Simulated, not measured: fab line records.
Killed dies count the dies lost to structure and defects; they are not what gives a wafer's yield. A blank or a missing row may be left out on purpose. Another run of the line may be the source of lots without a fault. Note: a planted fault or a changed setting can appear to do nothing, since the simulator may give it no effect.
fab line records	flow sky130
record lots=6	wafers=18	lastDay=49
route steps=708 shown VT_ADJUST_NCORE@125 VT_ADJUST_HVTR@131
lots with no fault: from the same line, run without faults
startH: the number of hours between the record's first day and the start of the first shown wafer of the lot	waitH: hours elapsed since this lot's preceding step	" the same as in the row above	L1.1+2: a row that stands for several wafers	- either no value or no given start	* or withheld: withheld	< > ~ a bound
route shown NAME@n: NAME is a module with steps in the file, n the number in the route of the first one	usual: mean/standard deviation of fault-free wafers	same: alike in all rows	chamber/n: place in a boat	sites: the reading at each site	_std_site: standard deviation of those values	_edge_site: outer sites' mean less inner sites'	radiusMm: for every site, how far away it sits from the centre of the wafer	mask NAME#n: copy n	behind: the most recent tool/chamber to have shaped the wafer	hold: why the lot was held/for how many hours/how that ended	device: the transistor (n, p or np) that didn't switch	end of line: tests run on the same wafers once the route is complete	a step without rows: its recipe alone	killed: dies lost to structure and defects at the first sort, not the wafer's yield	map: a wafer's dies, x killed, . not, _ none there
set.NAME: the setting the step ran with; set.NAME@STEP: the setting that earlier step ran with	model.NAME: the simulator's own value behind a step, which no gauge read
a table for each step, a row for each wafer; lots at some steps of the route
services: from which hour (startH, from the record's first day; less than 0 if before it) a tool's chamber was out of use, for how many hours, and why
## steps
# step SKY_VT_ADJUST_NCORE_DEVELOP_06
# recipe resist=NOVOLAK	developer=TMAH	developTimeS=62.06	devTempC=23
# step SKY_VT_ADJUST_NCORE_CD_MEAS_07
# recipe targetCdNm=380
# usual cdNm=380.0/2.4
lot.wafer	tool	chamber	startH	waitH	cdNm
L413.1	cdSem-02	-	221.95	0.1	377.3
L413.4	"	-	"	"	381.8
L413.6	"	-	"	"	382.4
L415.2	cdSem-02	-	253.49	0.1	382.6
L415.5	"	-	"	"	381.3
L415.6	"	-	"	"	381.7
L420.3	cdSem-02	-	286.76	0.1	382.2
L420.5	"	-	"	"	381.0
L420.6	"	-	"	"	379.3
L423.1	cdSem-02	-	308.41	0.2	376.4
L423.4	"	-	"	"	379.4
L423.6	"	-	"	"	374.2
L425.1	cdSem-01	-	317.39	0.1	379.5
L425.2	"	-	"	"	380.6
L425.3	"	-	"	"	381.0
L426.3	cdSem-02	-	323.33	0.1	378.2
L426.4	"	-	"	"	379.6
L426.6	"	-	"	"	377.1
# step SKY_VT_ADJUST_NCORE_OVL_MEAS_08
# usual VT_ADJUST_NCORE_OVL=0.3/1.2
lot.wafer	tool	chamber	startH	waitH	VT_ADJUST_NCORE_OVL[nm]
L413.1	overlay-02	-	222.07	0.1	1.1
L413.4	"	-	"	"	2.5
L413.6	"	-	"	"	1.5
L415.2	overlay-01	-	253.59	0.1	0.0
L415.5	"	-	"	"	0.8
L415.6	"	-	"	"	-0.5
L420.3	overlay-02	-	286.85	0.1	-0.9
L420.5	"	-	"	"	-0.4
L420.6	"	-	"	"	-2.4
L423.1	overlay-02	-	308.53	0.1	0.6
L423.4	"	-	"	"	0.6
L423.6	"	-	"	"	-0.1
L425.1	overlay-02	-	317.51	0.1	-0.4
L425.2	"	-	"	"	-0.6
L425.3	"	-	"	"	-0.5
L426.3	overlay-02	-	323.42	0.1	-0.6
L426.4	"	-	"	"	-0.6
L426.6	"	-	"	"	-0.1
# step SKY_VT_ADJUST_NCORE_IMPLANT_09
# recipe species=B	energyKev=10	doseCm2=2.4e+12	tiltDeg=withheld
# step SKY_VT_ADJUST_NCORE_STRIP_10
# recipe chemistry=O2/N2	powerW=1400	pressureMtorr=1500	platenTempC=withheld	o2FlowSccm=3000	n2FlowSccm=300	overashFraction=0.5
# usual chamberPressureMTorr=1500.0/1.4	drypumpMotorCurrentA=5.7/0.35	oesProductAu=0.716/0.0041	stripTimeToEndpointS=14.20/0.037
lot.wafer	tool	chamber	startH	waitH	chamberPressureMTorr	drypumpMotorCurrentA	oesProductAu	rfHoursCounterH	stripTimeToEndpointS
L413.1	plasmaAsher-04	0	222.26	0.1	1499.7	6.2	0.714	53	14.26
L413.4	"	0	"	"	1500.5	6.2	0.726	-	14.22
L413.6	"	0	"	"	1499.9	6.2	0.721	-	14.21
L415.2	plasmaAsher-04	1	253.77	0.1	1498.2	5.8	0.718	56	14.11
L415.5	"	1	"	"	1500.1	5.8	0.710	-	14.13
L415.6	"	0	"	"	1499.3	6.2	0.707	-	14.14
L420.3	plasmaAsher-03	1	287.06	0.1	1500.4	5.1	0.720	-	14.15
L420.5	"	1	"	"	1498.1	5.1	0.717	-	14.18
L420.6	"	0	"	"	1499.9	5.6	0.713	-	14.21
L423.1	plasmaAsher-04	1	308.72	0.1	1499.5	5.8	0.713	62	14.25
L423.4	"	1	"	"	1498.8	5.8	0.718	-	14.24
L423.6	"	1	"	"	1502.6	5.8	0.716	-	14.31
L425.1	plasmaAsher-03	1	317.70	0.1	1499.1	5.1	0.718	61	14.24
L425.2	"	0	"	"	1499.5	5.7	0.719	61	14.25
L425.3	"	0	"	"	1499.4	5.6	0.718	-	14.20
L426.3	plasmaAsher-04	1	323.63	0.1	1500.1	5.8	0.718	-	14.22
L426.4	"	0	"	"	1500.7	6.2	0.714	-	14.22
L426.6	"	1	"	"	1501.3	5.8	0.720	-	14.29
# step SKY_VT_ADJUST_NCORE_TW_MEAS_11
# usual VT_ADJUST_NCORE_TW=218.7/1.7
lot.wafer	tool	chamber	startH	waitH	VT_ADJUST_NCORE_TW
L413.1	filmMetro-01	-	222.36	0.1	219.0
L413.4	"	-	"	"	218.9
L413.6	"	-	"	"	219.5
L415.2	filmMetro-03	-	253.88	0.1	219.6
L415.5	"	-	"	"	218.5
L415.6	"	-	"	"	220.0
L420.3	filmMetro-02	-	287.14	0.1	216.8
L420.5	"	-	"	"	217.1
L420.6	"	-	"	"	216.6
L423.1	filmMetro-03	-	308.82	0.1	219.2
L423.4	"	-	"	"	218.1
L423.6	"	-	"	"	220.1
L425.1	filmMetro-02	-	317.80	0.1	217.2
L425.2	"	-	"	"	215.7
L425.3	"	-	"	"	217.2
L426.3	filmMetro-03	-	323.72	0.1	220.4
L426.4	"	-	"	"	222.1
L426.6	"	-	"	"	219.4
# step SKY_VT_ADJUST_HVTR_DEHYDRATE_00
# recipe tempC=200	timeS=60
# step SKY_VT_ADJUST_HVTR_HMDS_01
# recipe primeTimeS=60	primeTempC=120
# step SKY_VT_ADJUST_HVTR_COAT_02
# recipe resist=NOVOLAK	spinRpm=3000	resistThkNm=1140
# step SKY_VT_ADJUST_HVTR_SOFTBAKE_03
# recipe tempC=90	timeS=60	resist=NOVOLAK
# step SKY_VT_ADJUST_HVTR_EXPOSE_04
# recipe maskId=HVTRM	targetCdNm=380	na=0.6	sourceShape=conventional	sigmaOuter=0.6	doseMj=150
# step SKY_VT_ADJUST_HVTR_PEB_05
# recipe tempC=withheld	timeS=*	resist=NOVOLAK
# step SKY_VT_ADJUST_HVTR_DEVELOP_06
# recipe developTimeS=60	devTempC=23
# usual developerTempC=22.99/0.11
lot.wafer	tool	chamber	startH	waitH	developerTempC
L413.1	lithoTrack-03	0	244.59	0.1	23.02
L413.4	"	0	"	"	23.04
L413.6	"	0	"	"	23.00
L415.2	lithoTrack-03	0	277.62	0.1	23.16
L415.5	"	0	"	"	23.13
L415.6	"	0	"	"	23.07
L420.3	lithoTrack-01	0	312.26	0.1	23.07
L420.5	"	0	"	"	23.12
L420.6	"	0	"	"	23.13
L423.1	lithoTrack-01	0	335.16	0.1	22.99
L423.4	"	0	"	"	22.85
L423.6	"	0	"	"	22.94
L425.1	lithoTrack-01	0	343.46	0.1	22.86
L425.2	"	0	"	"	22.95
L425.3	"	0	"	"	22.95
L426.3	lithoTrack-03	0	350.39	0.1	23.03
L426.4	"	0	"	"	22.97
L426.6	"	0	"	"	23.08
# step SKY_VT_ADJUST_HVTR_CD_MEAS_07
# recipe targetCdNm=380
# usual cdNm=380.1/2.8
lot.wafer	tool	chamber	startH	waitH	cdNm
L413.1	cdSem-01	-	244.74	0.1	408.7
L413.4	"	-	"	"	407.1
L413.6	"	-	"	"	406.7
L415.2	cdSem-02	-	277.76	0.1	407.2
L415.5	"	-	"	"	410.4
L415.6	"	-	"	"	410.5
L420.3	cdSem-02	-	312.40	0.1	382.1
L420.5	"	-	"	"	383.2
L420.6	"	-	"	"	385.3
L423.1	cdSem-01	-	335.31	0.1	375.9
L423.4	"	-	"	"	377.5
L423.6	"	-	"	"	378.8
L425.1	cdSem-01	-	343.61	0.1	381.9
L425.2	"	-	"	"	382.4
L425.3	"	-	"	"	383.0
L426.3	cdSem-02	-	350.53	0.1	377.0
L426.4	"	-	"	"	378.3
L426.6	"	-	"	"	379.1
# step SKY_VT_ADJUST_HVTR_OVL_MEAS_08
# usual VT_ADJUST_HVTR_OVL=1.1/1.7
lot.wafer	tool	chamber	startH	waitH	VT_ADJUST_HVTR_OVL[nm]
L413.1	overlay-02	-	244.86	0.1	-0.7
L413.4	"	-	"	"	-1.9
L413.6	"	-	"	"	-2.7
L415.2	overlay-02	-	277.87	0.1	0.1
L415.5	"	-	"	"	1.1
L415.6	"	-	"	"	1.8
L420.3	overlay-02	-	312.49	0.1	4.4
L420.5	"	-	"	"	3.3
L420.6	"	-	"	"	4.1
L423.1	overlay-01	-	335.43	0.1	-0.9
L423.4	"	-	"	"	0.7
L423.6	"	-	"	"	0.2
L425.1	overlay-01	-	343.73	0.1	3.8
L425.2	"	-	"	"	2.7
L425.3	"	-	"	"	4.0
L426.3	overlay-02	-	350.62	0.1	2.3
L426.4	"	-	"	"	1.5
L426.6	"	-	"	"	2.8
## services
tool	chamber	startH	hours	kind
plasmaAsher-03	-	247.96	0.6	repair
plasmaAsher-04	-	264.37	1.5	repair
## key
firstSign step=SKY_VT_ADJUST_HVTR_CD_MEAS_07	reading=cdNm	direction=up	sigmas=10	usual=380.1	struck=408.4
effect none on later readings
metAt SKY_VT_ADJUST_HVTR_DEVELOP_06
struckWafers L413.1,L413.4,L413.6,L415.2,L415.5,L415.6
sortLeftOut L413.1,L413.4,L413.6
testerLeftOut L413,L415
fault kind=processParameterDrift	tool=lithoTrack-03	chamber=-	onsetH=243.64	steps=SKY_VT_ADJUST_HVTR_DEVELOP_06	channel=developTimeS	offset=*	shape=step	endH=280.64	actsIn=*	stated=*
# testerLeftOut: of these lots the tester's yield and bins aren't shown, on N5 and GAA mostly nor the transistor test; their killed dies are dies lost to structure and defects alone, not to doping, threshold or leakage, so they don't give the yield
# sortLeftOut: the simulated sort isn't trusted on such a fault, so these wafers' sort isn't shown, and their yield isn't known
